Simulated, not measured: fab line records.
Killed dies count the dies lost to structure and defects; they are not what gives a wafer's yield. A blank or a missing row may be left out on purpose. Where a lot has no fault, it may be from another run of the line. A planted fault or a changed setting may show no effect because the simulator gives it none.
Comparing a struck lot with a sound one + flow sky130 + 40 out of 708 route steps
Sound: the wafers L133.4, L133.5, L133.6. Struck: wafer L125.3 (L125.2, L125.6, from the same lot, were not struck and are left out); the cause is given at the end.
Per side, at each step with rows, come the tool, then ch with its chambers, and then its first start. Under that, the readings that differ: sound wafers + struck wafers + difference of the means + sigmas: that difference in standard deviations of wafers without a fault.
alike: readings whose means differ by less than 2 such deviations, and words and numbers that are the same on both sides. not compared: withheld readings, readings that some wafer has no value for, bounds like >300 that may hide the same value, and numbers for which the record gives no deviation and whose values overlap.
Wherever a step has rows on one side only, a row that says differs or no value, or a row with sigmas, the two part there. Non-overlapping numbers with no deviation appear without sigmas and do not part them. A reading missing from all wafers of one side parts the sides only when that side holds two or more wafers.

first, 6 steps without rows for these wafers: SKY_METAL5_HMDS_08 (prime time 60 s); SKY_METAL5_COAT_09 (resist thk 1800 nm); SKY_METAL5_SOFTBAKE_10 (time 60 s); SKY_METAL5_EXPOSE_11 (exposes mask MM5, target cd 1600 nm); SKY_METAL5_PEB_12; SKY_METAL5_DEVELOP_13 (develop time 60 s).
SKY_METAL5_DESCUM_14: chemistry O2, time 11 s.
  sound on rie metal-03 ch 0,1, day 48 03:07; struck on rie metal-02 ch 1, day 46 05:22
  alike: drypump motor current A, oes product au
  not compared: rf hours counter h
then, 1 step without rows for these wafers: SKY_METAL5_METAL_ETCH_15 (etches the open film in Cl2/BCl3, stops on SiO2, target depth 1260 nm, time 252 s).
SKY_METAL5_STRIP_16: strips in O2/N2.
  sound on plasma asher-01 ch 0,1, day 48 03:25; struck on plasma asher-01 ch 1, day 46 05:53
| reading                      | sound             | struck | difference | sigmas |
|------------------------------|-------------------|--------|------------|--------|
| strip time to endpoint s (s) | 12.96 12.89 12.83 | 13.44  | +0.55      | +3     |
  alike: drypump motor current A, oes product au
  not compared: rf hours counter h
then, 3 steps without rows for these wafers: SKY_METAL5_STRIP_17 (strips in post etch residue remover, time 1200 s); SKY_METAL5_CLEAN_18 (cleans in IPA, time 180 s); SKY_METAL5_CLEAN_19 (cleans in O3/DIW).
SKY_PASSIVATION_CVD_00: deposits SiO2, target thk 90 nm.
  sound on pecvd-01 ch 0,1,2, day 48 04:00; struck on pecvd-04 ch 1, day 46 06:29
  alike: heater power outer w, heater power w
SKY_PASSIVATION_THK_MEAS_01:
  sound: film metro-03 at day 48 04:02; struck: film metro-03 at day 46 06:31
  alike: PASSIVATION_CVD_00_THK
SKY_PASSIVATION_CVD_02: deposits Si3N4, target thk 540 nm.
  sound on pecvd-04 ch 0,1,2, day 48 04:11; struck on pecvd-02 ch 1, day 46 06:34
  alike: heater power outer w, heater power w
SKY_PASSIVATION_THK_MEAS_03:
  sound: film metro-02 at day 48 04:19; struck: film metro-01 at day 46 06:48
  alike: PASSIVATION_CVD_02_THK
then, 7 steps without rows for these wafers: SKY_PASSIVATION_DEHYDRATE_04 (time 60 s); SKY_PASSIVATION_HMDS_05 (prime time 60 s); SKY_PASSIVATION_COAT_06 (resist thk 3000 nm); SKY_PASSIVATION_SOFTBAKE_07; SKY_PASSIVATION_EXPOSE_08 (exposes mask NSM, target cd 3000 nm); SKY_PASSIVATION_PEB_09; SKY_PASSIVATION_DEVELOP_10 (develop time 60 s).
SKY_PASSIVATION_ETCH_11: etches the open film in CF4/O2, stops on AlCu, target depth 725 nm, time 161.1 s.
  sound on rie diel-04 ch 0,1,2, day 48 22:37; struck on rie diel-01 ch 3, day 47 01:43
  alike: drypump motor current A, oes product au, throttle valve pct
  not compared: rf hours counter h
then, 8 steps without rows for these wafers: SKY_PASSIVATION_STRIP_12 (strips in O2/N2); SKY_PAD_OPEN_DEHYDRATE_00 (time 60 s); SKY_PAD_OPEN_HMDS_01 (prime time 60 s); SKY_PAD_OPEN_COAT_02 (resist thk 3000 nm); SKY_PAD_OPEN_SOFTBAKE_03; SKY_PAD_OPEN_EXPOSE_04 (exposes mask PDM, target cd 60000 nm); SKY_PAD_OPEN_PEB_05; SKY_PAD_OPEN_DEVELOP_06 (develop time 60 s).
SKY_PAD_OPEN_ETCH_07: etches the open film in CF4/O2, stops on AlCu, target depth 725 nm, time 161.1 s.
  sound on rie diel-03 ch 0,1,3, day 49 16:16; struck on rie diel-01 ch 0, day 47 21:41
| reading                | sound             | struck | difference                   | sigmas |
|------------------------|-------------------|--------|------------------------------|--------|
| rf hours counter h (h) | - - -             | 23     | no value on the sound wafers |        |
| throttle valve pct (%) | 5.963 5.973 5.975 | 5.948  | -0.022                       | -2     |
  alike: drypump motor current A, oes product au
then, 5 steps without rows for these wafers: SKY_PAD_OPEN_STRIP_08 (strips in O2/N2); SKY_PAD_OPEN_STRIP_09 (strips in post etch residue remover, time 1200 s); SKY_PAD_OPEN_CLEAN_10 (cleans in IPA, time 180 s); SKY_PAD_OPEN_CLEAN_11 (cleans in O3/DIW); SKY_PAD_OPEN_ANNEAL_12.
SKY_PAD_OPEN_BOW_MEAS_13:
  sound: film metro-04 at day 49 18:28; struck: film metro-03 at day 48 00:13
  alike: PAD_OPEN_BOW
SKY_PAD_OPEN_PROBE_99:
  sound: prober-02 at day 49 18:41; struck: prober-02 at day 48 00:25
| reading                               | sound               | struck | difference | sigmas      |
|---------------------------------------|---------------------|--------|------------|-------------|
| defect limited yield (%)              | 83.5 82.3 81.9      | 69.3   | -13.3      | -7          |
| killed at other                       | 0 1 0               | 64     | +64        | +99 or more |
| killed dies                           | 81 87 89            | 151    | +65        | +7          |
| sort_bin_3_pad_short (%)              | 0.4 0.6 1.0         | 3.7    | +3.0       | +7          |
| sort_bin_5_function (%)               | 9.6 11.2 11.0       | 19.7   | +9.1       | +6          |
| sort n pass                           | 411 405 403         | 341    | -65        | -7          |
| sort yield pct (%)                    | 83.5 82.3 81.9      | 69.3   | -13.3      | -7          |
| model.etest.tester.sort n pass        | 411 405 403         | 341    | -65        |             |
| model.etest.tester.sort yield pct (%) | 83.54 82.32 81.91   | 69.31  | -13.28     |             |
| model.etest.tester.sort_bin_5_pct (%) | 9.553 11.18 10.98   | 19.72  | +9.15      |             |
| model.etest.tester.sort_bin_3_pct (%) | 0.4065 0.6098 1.016 | 3.659  | +2.982     |             |
  alike: killed_at_M0_to_M3, killed_at_M4_up, killed at contacts, killed at front end, killed open, killed short, sort_bin_6_memory

== WHERE THEY PART ==
First at SKY_METAL5_STRIP_16; last, within this record, at SKY_PAD_OPEN_PROBE_99.

WHY: what the simulator had put in
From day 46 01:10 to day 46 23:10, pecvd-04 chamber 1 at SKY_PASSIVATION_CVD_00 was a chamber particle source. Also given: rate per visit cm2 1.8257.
